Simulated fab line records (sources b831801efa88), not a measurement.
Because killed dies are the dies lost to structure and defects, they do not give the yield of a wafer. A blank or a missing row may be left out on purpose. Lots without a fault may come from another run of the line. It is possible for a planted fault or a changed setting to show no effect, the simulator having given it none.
Matching of chambers -- flow gf180mcu -- hdpcvd-01 running GF_V5_CVD_00: 3 sister chambers
The step deposits SiO2, target thk 300 nm, time 50 s. 6 wafers are shown with their chamber, then 7 later ones without.

== WAFERS, EACH WITH ITS CHAMBER ==
wafer,chamber,sih4 flow sccm (sccm)
L259.3,2,60.16
L260.3,1,59.98
L261.5,0,59.90
L262.6,0,60.24
L273.1,2,59.98
L273.2,1,60.27

== WAFERS WITH NO CHAMBER GIVEN ==
wafer,sih4 flow sccm (sccm)
L273.4,60.15
L274.2,59.98
L274.5,60.07
L274.6,60.29
L272.1,59.96
L272.2,59.73
L272.5,59.75

== THE CHAMBER EACH PASSED THROUGH ==
wafer,from the rows above,in truth
L273.4,can't be placed: 1 or 0 or 2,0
L274.2,can't be placed: 2 or 0 or 1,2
L274.5,can't be placed: 0 or 2 or 1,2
L274.6,can't be placed: 1 or 0 or 2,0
L272.1,can't be placed: 2 or 0 or 1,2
L272.2,can't be placed: 2 or 0 or 1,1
L272.5,can't be placed: 2 or 0 or 1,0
0 of 7 placed correctly. From these rows, 7 cannot be placed; in 7 the true chamber is one of the candidates. Placed wrongly: 0.
How it was worked out, from the rows above alone: a wafer's distance from a chamber is the root of the sum, over the readings, of the square of ((its reading less the chamber's mean) divided by the reading's scatter). If the next closest chamber is less than 2 further off than the closest, the wafer can't be placed; otherwise it belongs to the closest. For every chamber, the mean is computed from those of its wafers that are shown. How the scatter is found: for the shown wafers, subtract from each reading the mean of its chamber, square and add these, divide the total by (wafers less chambers), then take the root.
